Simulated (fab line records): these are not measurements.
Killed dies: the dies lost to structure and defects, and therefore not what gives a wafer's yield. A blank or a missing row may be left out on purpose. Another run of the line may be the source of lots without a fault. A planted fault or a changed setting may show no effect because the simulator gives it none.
8D (eight disciplines) problem report, filled in by code / flow sky130 / the parts of the form that need people (team, actions taken, sign-off) are left out

== 1. THE ISSUE ==
Wafers free of any fault read 1181 nm (standard deviation 13) for VIA2_HDPCVD_THK at SKY_VIA2_THK_MEAS_01, against a mean of 1429 nm on 3 wafers of 2 lots. That is +19 standard deviations from the usual mean.
Earliest sighting: wafer L769.5 on filmMetro-01 at day 40 23:09. The record has a number at this step for 36 wafers belonging to 12 lots. The rule behind "out" and "out of limits": a value lying over 4 standard deviations away from the usual mean. The rest of the wafers with a number are treated as sound.

== 2. WHAT IT IS, WHAT IT ISN'T ==
question=which readings at this step | is=VIA2_HDPCVD_THK | is not=-
question=which lots | is=L769, L770 | is not=L752, L753, L759, L760, L761, L762, L763, L765, L767, L771
question=which wafers of those lots | is=L769.5, L770.2, L770.6 | is not=L769.1, L769.2, L770.3
question=read on which gauges | is=filmMetro-01, filmMetro-04 | is not=filmMetro-02
question=when | is=from day 40 23:09 | is not=up to then (29 sound wafers); but 4 sound wafers of L770, L771 came after

== 3. SUSPECTS, AND WHAT RULES EACH OUT ==
Counting: a tool at a process step up to the reading stays a suspect if it ran every lot that is out. Sound lots after the first of them don't rule it out here, since some wafers of a struck lot are sound.
- ruled out: the gauge at SKY_VIA2_THK_MEAS_01. The wafers that are out were read on 2 gauges (filmMetro-01, filmMetro-04).
- cmp-01 at SKY_VIA1_CMP_02 (polishes SiO2): kept. Every lot that is out went through it, the first being L769 (day 38 18:28); the last sound lot it ran before that was L765 (day 37 19:28).
- hdpcvd-02 at SKY_VIA2_HDPCVD_00 (deposits SiO2, target thk 1180 nm, time 196.7 s): kept. Every lot that is out went through it, the first being L769 (day 40 23:02); the last sound lot it ran before that was L765 (day 40 00:22). Its own readings are out on those wafers: runLengthS.
- hdpcvd-02, SKY_VIA2_HDPCVD_00: wafers that are out in chamber 0, sound lot-mates in chambers 1, 2.
What counting leaves: cmp-01 at SKY_VIA1_CMP_02 and hdpcvd-02 at SKY_VIA2_HDPCVD_00.

== 4. THE CAUSE (what the simulator had put in) ==
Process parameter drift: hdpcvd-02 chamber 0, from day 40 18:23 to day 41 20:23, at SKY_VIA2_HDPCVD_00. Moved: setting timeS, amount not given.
Of the 2 suspects that counting leaves, this tool is one.

== 5. THE EFFECT CHAIN, in route order ==
Each row: a reading whose mean over the struck wafers that have a number lies more than 3 standard deviations from the usual. Only readings whose record carries a usual standard deviation are examined. hours: median over the lots of the time between each lot's start at the first step of this table that gives one and its start at this step. sigmas: the change, counted in usual standard deviations.
hours=0; step=SKY_VIA2_HDPCVD_00; reading=runLengthS; usual=224.6 s; on struck wafers=267.7; change=+43.1; sigmas=+85
hours=0; step=SKY_VIA2_THK_MEAS_01; reading=VIA2_HDPCVD_THK; usual=1181 nm; on struck wafers=1429; change=+248; sigmas=+19
Its process steps:
- SKY_VIA2_HDPCVD_00: deposits SiO2, target thk 1180 nm, time 196.7 s.

== 6. HOW IT WOULD HAVE BEEN CAUGHT EARLIER ==
In this record the first reading out of limits at a measuring or inspecting step was taken at day 40 23:09, 5 hours after the fault began at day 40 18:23.
At SKY_VIA2_HDPCVD_00, the tool's own readings (runLengthS) were out on each struck wafer the step has a row for, so an alarm limit on them would have fired on the first such wafer.
L770, from the lots that are out (2), started SKY_VIA2_HDPCVD_00 on hdpcvd-02 later than day 40 23:09. A tool hold placed at that time would have kept it from harm.
